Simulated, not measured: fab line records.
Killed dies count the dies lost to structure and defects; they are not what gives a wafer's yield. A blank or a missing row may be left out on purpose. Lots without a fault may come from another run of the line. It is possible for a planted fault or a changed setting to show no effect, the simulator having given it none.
Chamber matching :: flow sky130 :: rieDiel-02 running SKY_VIA3_ETCH_14: 4 sister chambers
The step etches BARC in N2/H2, stops on SiO2, time 45.9 s, target depth 60 nm. 4 wafers are shown with their chamber, then 7 later ones without.

## WAFERS WITH THEIR CHAMBER
wafer: L404.4
chamber: 2
drypumpMotorCurrentA (A): 5.8

wafer: L410.2
chamber: 0
drypumpMotorCurrentA (A): 5.3

wafer: L411.1
chamber: 1
drypumpMotorCurrentA (A): 5.8

wafer: L411.4
chamber: 3
drypumpMotorCurrentA (A): 6.6

## WAFERS WHOSE CHAMBER IS MISSING
wafer: L411.6
drypumpMotorCurrentA (A): 5.8

wafer: L412.1
drypumpMotorCurrentA (A): 5.8

wafer: L412.4
drypumpMotorCurrentA (A): 5.3

wafer: L412.5
drypumpMotorCurrentA (A): 6.6

wafer: L416.6
drypumpMotorCurrentA (A): 6.6

wafer: L419.2
drypumpMotorCurrentA (A): 6.6

wafer: L419.5
drypumpMotorCurrentA (A): 5.4

## WHICH CHAMBER EACH ONE RAN IN
wafer: L411.6
from the rows above: can't be placed: 1 or 2
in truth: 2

wafer: L412.1
from the rows above: can't be placed: 1 or 2
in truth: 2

wafer: L412.4
from the rows above: 0
in truth: 0

wafer: L412.5
from the rows above: 3
in truth: 3

wafer: L416.6
from the rows above: 3
in truth: 3

wafer: L419.2
from the rows above: 3
in truth: 3

wafer: L419.5
from the rows above: 0
in truth: 0
Correct placement for 5 of the 7. From these rows, 2 cannot be placed; in 2 the true chamber is one of the candidates. Wrongly placed: 0.
How it was worked out, from the rows above alone: a wafer's distance from a chamber is the root of the sum, over the readings, of the square of ((its reading less the chamber's mean) divided by the reading's scatter). The wafer belongs to the nearest chamber; if the next one is less than 2 further off, it can't be placed. A chamber's mean is the mean of its shown wafers. The scatter: root of mean squared gap, hidden wafer to nearest shown wafer, with one shown wafer a chamber.
